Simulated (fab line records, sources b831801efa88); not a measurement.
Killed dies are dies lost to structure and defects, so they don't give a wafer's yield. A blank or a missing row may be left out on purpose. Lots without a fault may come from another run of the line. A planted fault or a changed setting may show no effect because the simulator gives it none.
A struck lot beside a sound one | flow gf180mcu | 15 steps out of a route of 602
Sound: wafers L140.1, L140.5, L140.6. Struck: wafer L141.6. (L141.4 of the same lot was not struck and is left out.) The cause comes at the end.
At each step with rows: each side's tool, then ch and its chambers, then its first start. Under that, the readings that differ: sound wafers | struck wafers | difference of the means | sigmas: that difference in standard deviations of wafers without a fault.
alike: readings whose means differ by less than 2 such deviations, and words and numbers that are the same on both sides. not compared: withheld readings, readings that some wafer has no value for, bounds like >300 that may hide the same value, and numbers for which the record gives no deviation and whose values overlap.
The two part at a step that has a row with sigmas, a row that says differs or no value, or rows on one side only. Numbers that don't overlap but have no deviation are shown without sigmas and don't part them. A reading that every wafer of one side lacks parts them only if that side has two wafers or more.

first, 6 steps without rows for these wafers: GF_TOP_METAL_HMDS_08 (prime time 60 s); GF_TOP_METAL_COAT_09 (resist thk 1500 nm); GF_TOP_METAL_SOFTBAKE_10 (time 60 s); GF_TOP_METAL_EXPOSE_11 (exposes mask MetalTop, target cd 440 nm); GF_TOP_METAL_PEB_12; GF_TOP_METAL_DEVELOP_13 (develop time 60 s).
GF_TOP_METAL_CD_MEAS_14: target cd 440 nm.
  sound on cd_sem-02, day 29 11:50; struck on cd_sem-01, day 30 07:03
  alike: cd_nm
GF_TOP_METAL_OVL_MEAS_15:
  sound on overlay-02, day 29 11:58; struck on overlay-01, day 30 07:08
  alike: TOP_METAL_OVL
GF_TOP_METAL_METAL_ETCH_16: etches the open film in Cl2/BCl3, stops on SiO2, target depth 1197 nm, time 199.5 s.
  sound on rie_metal-04 ch 0,1, day 29 12:00; struck on rie_metal-01 ch 1, day 30 07:20
  reading                | sound                | struck | difference | sigmas
  throttle_valve_pct (%) | 28.240 28.228 28.228 | 28.211 | -0.021     | -2
  alike: bias_w, drypump_motor_current_A, oes_product_au
  not compared: rf_hours_counter_h
GF_TOP_METAL_STRIP_17: strips in O2/N2.
  sound on plasma_asher-02 ch 0,1, day 29 12:11; struck on plasma_asher-02 ch 1, day 30 07:34
  alike: drypump_motor_current_A, heater_power_w, n2_flow_sccm, oes_product_au, strip_time_to_endpoint_s
  not compared: rf_hours_counter_h
then, 2 steps without rows for these wafers: GF_TOP_METAL_STRIP_18 (strips in post etch residue remover, time 1200 s); GF_TOP_METAL_CLEAN_19 (cleans in DIW).
GF_PASSIVATION_CVD_00: deposits SiO2 from TEOS, target thk 1000 nm, time 111.95 s.
  sound on pecvd-01 ch 0,1,2, day 29 12:43; struck on pecvd-03 ch 0, day 30 08:08
  reading                                      | sound                | struck | difference | sigmas
  run_length_s (s)                             | 139.7 140.2 140.5    | 143.3  | +3.2       | +6
  susceptor_temp_C (C)                         | 400.50 400.06 399.95 | 399.62 | -0.55      | -2
  model.SiO2_of_PASSIVATION_CVD_00.thk_nm (nm) | 979.5 991.5 1009     | 1033   | +40        |
  alike: heater_power_w
GF_PASSIVATION_THK_MEAS_01:
  sound on film_metro-02, day 29 12:48; struck on film_metro-01, day 30 08:12
  reading                     | sound        | struck | difference | sigmas
  PASSIVATION_CVD_00_THK (nm) | 981 992 1009 | 1033   | +39        | +3
then, 1 step without rows for these wafers: GF_PASSIVATION_PROBE_99.

WHERE THEY PART
First at GF_TOP_METAL_METAL_ETCH_16; last, within this record, at GF_PASSIVATION_THK_MEAS_01.

WHY: what the simulator had put in
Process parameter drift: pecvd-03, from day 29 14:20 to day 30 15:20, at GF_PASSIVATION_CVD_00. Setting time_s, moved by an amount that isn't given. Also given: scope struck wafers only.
